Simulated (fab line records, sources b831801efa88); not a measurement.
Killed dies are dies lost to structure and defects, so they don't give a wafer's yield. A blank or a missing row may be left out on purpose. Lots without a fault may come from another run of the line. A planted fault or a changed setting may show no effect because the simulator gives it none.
Which tool did it? | flow sky130 | 12 lots, 35 wafers sampled, at 4 steps of a route of 708

WHAT THE GAUGES READ, wafer by wafer
SKY_POLY_CUT_OVL_MEAS_09. Usual: POLY_CUT_OVL 1 nm, standard deviation 5.6.
lot  | measured     | on         | POLY_CUT_OVL (nm) | flag
L535 | day 23 20:05 | overlay-01 | -5 0 -6           |
L536 | day 24 14:44 | overlay-01 | 1 -2 2            |
L538 | day 25 13:58 | overlay-01 | -10 1 -2          |
L539 | day 25 18:05 | overlay-02 | -5 -4 -5          |
L541 | day 26 17:28 | overlay-02 | -1 2              |
L542 | day 27 00:29 | overlay-02 | -2 -14 3          |
L551 | day 30 06:46 | overlay-01 | 5 4 7             |
L552 | day 30 11:03 | overlay-02 | -1 7 11           |
L553 | day 30 12:37 | overlay-02 | 6 2 2             |
L554 | day 31 15:57 | overlay-01 | 7 0 -1            |
L556 | day 31 19:08 | overlay-01 | 7 -7 11           |
L558 | day 32 09:52 | overlay-02 | 11 9 8            |

SKY_VIA1_THK_MEAS_01. Usual: VIA1_HDPCVD_THK 1031 nm, standard deviation 11.
lot  | measured     | on            | VIA1_HDPCVD_THK (nm) | flag
L535 | day 32 09:35 | film_metro-01 | 1041 1013 1028       |
L536 | day 33 03:46 | film_metro-01 | 1029 1027 1031       |
L538 | day 34 00:23 | film_metro-04 | 1015 1026 1026       |
L539 | day 34 03:41 | film_metro-02 | 1030 1037 1037       |
L541 | day 35 00:58 | film_metro-01 | 1046 1046            |
L542 | day 35 08:15 | film_metro-02 | 1033 1039 1034       |
L551 | day 38 05:28 | film_metro-04 | 1017 1016 1023       |
L552 | day 38 12:11 | film_metro-01 | 1019 1007 1026       |
L553 | day 38 15:46 | film_metro-01 | 1034 1031 1029       |
L554 | day 39 15:27 | film_metro-01 | 1013 1029 1027       |
L556 | day 39 18:27 | film_metro-01 | 1024 1023 1022       |
L558 | day 40 06:14 | film_metro-04 | 1040 1036 1039       |

WHICH TOOL RAN EACH LOT (tool, then ch and the chambers of the sampled wafers, then the start)
lot  | SKY_LI_CONTACT_CMP_02         | SKY_LI_CONTACT_ETCH_15
L535 | cmp-01 ch 2,3, day 27 12:22   | rie_diel-01 ch 1,3, day 28 17:20
L536 | cmp-01 ch 0,2,3, day 28 07:41 | rie_diel-02 ch 0,2,3, day 29 12:17
L538 | cmp-01 ch 0,1,3, day 29 06:10 | rie_diel-02 ch 0,2,3, day 30 09:42
L539 | cmp-01 ch 1,2, day 29 09:24   | rie_diel-02 ch 0,2, day 30 12:27
L541 | cmp-01 ch 0,3, day 30 08:11   | rie_diel-01 ch 1,2, day 31 11:32
L542 | cmp-01 ch 0,2,3, day 30 13:37 | rie_diel-03 ch 0,3, day 31 17:32
L551 | cmp-01 ch 0,1,2, day 33 17:09 | rie_diel-03 ch 0,1,3, day 34 19:06
L552 | cmp-01 ch 0,1, day 33 21:19   | rie_diel-03 ch 0,1, day 35 00:49
L553 | cmp-01 ch 0,3, day 34 00:46   | rie_diel-01 ch 0,1,2, day 35 03:59
L554 | cmp-02 ch 0,1,3, day 35 02:21 | rie_diel-02 ch 0,2, day 36 04:43
L556 | cmp-02 ch 2,3, day 35 06:04   | rie_diel-01 ch 1,2, day 36 08:36
L558 | cmp-02 ch 0,1, day 35 19:46   | rie_diel-01 ch 1,2, day 36 22:34
- SKY_LI_CONTACT_CMP_02: polishes PSG.
- SKY_LI_CONTACT_ETCH_15: etches PSG in C4F8/O2/Ar, stops on Si, target depth 600 nm.

WHAT THE TOOLS THEMSELVES READ (means of the sampled wafers that have a number; where no wafer has one, the mark that the record gives instead)
SKY_LI_CONTACT_CMP_02. Usual: motor_current_A 11.0 A, standard deviation 1.2; retaining_ring_pressure_frac 1.000, standard deviation 0.0049; time_to_endpoint_s 32.6 s, standard deviation 2.3.
lot  | tool   | motor_current_A (A) | retaining_ring_pressure_frac | time_to_endpoint_s (s) | flag
L535 | cmp-01 | 10.7                | 0.996                        | 35.1                   |
L536 | cmp-01 | 11.2                | 1.000                        | 32.2                   |
L538 | cmp-01 | 11.5                | 0.999                        | 35.5                   |
L539 | cmp-01 | 10.4                | 1.001                        | 34.5                   |
L541 | cmp-01 | 12.0                | 0.998                        | 36.2                   |
L542 | cmp-01 | 10.8                | 0.998                        | 37.4                   |
L551 | cmp-01 | 10.7                | 1.001                        | 32.1                   |
L552 | cmp-01 | 11.4                | 1.006                        | 32.1                   |
L553 | cmp-01 | 11.6                | 0.995                        | 34.2                   |
L554 | cmp-02 | 12.0                | 1.003                        | 30.9                   |
L556 | cmp-02 | 9.6                 | 0.999                        | 30.7                   |
L558 | cmp-02 | 12.3                | 0.999                        | 32.0                   |

SKY_LI_CONTACT_ETCH_15. Usual: oes_product_au 0.837 a.u., standard deviation 0.0044.
lot  | tool        | oes_product_au (a.u.) | flag
L535 | rie_diel-01 | 0.836                 |
L536 | rie_diel-02 | 0.843                 |
L538 | rie_diel-02 | 0.839                 |
L539 | rie_diel-02 | 0.835                 |
L541 | rie_diel-01 | 0.799                 | OFF
L542 | rie_diel-03 | 0.809                 | OFF
L551 | rie_diel-03 | 0.839                 |
L552 | rie_diel-03 | 0.838                 |
L553 | rie_diel-01 | 0.837                 |
L554 | rie_diel-02 | 0.834                 |
L556 | rie_diel-01 | 0.834                 |
L558 | rie_diel-01 | 0.836                 |

THE ANSWER, worked out from the rows above alone
Rule: a lot is off if the mean of its wafers that have a number lies more than 3 standard deviations from the usual mean. A lot without any number at a reading at which 4 lots or more have one is off too. The other lots that the step has rows for count as sound. The gauges are gone through in route order, then the tools' own readings, and for those a lot's mean is taken as printed above. The first step at which some lot is off is used, and at that step the reading that is off furthest; a lot without a number counts as furthest.
Off: L541, L542, at SKY_LI_CONTACT_ETCH_15 (oes_product_au).
A tool fits if, at that step or a process step before it, it ran every lot that is off, and no sound lot after the first of them. None of those tried fits.

WHAT THE SIMULATOR HAD PUT IN
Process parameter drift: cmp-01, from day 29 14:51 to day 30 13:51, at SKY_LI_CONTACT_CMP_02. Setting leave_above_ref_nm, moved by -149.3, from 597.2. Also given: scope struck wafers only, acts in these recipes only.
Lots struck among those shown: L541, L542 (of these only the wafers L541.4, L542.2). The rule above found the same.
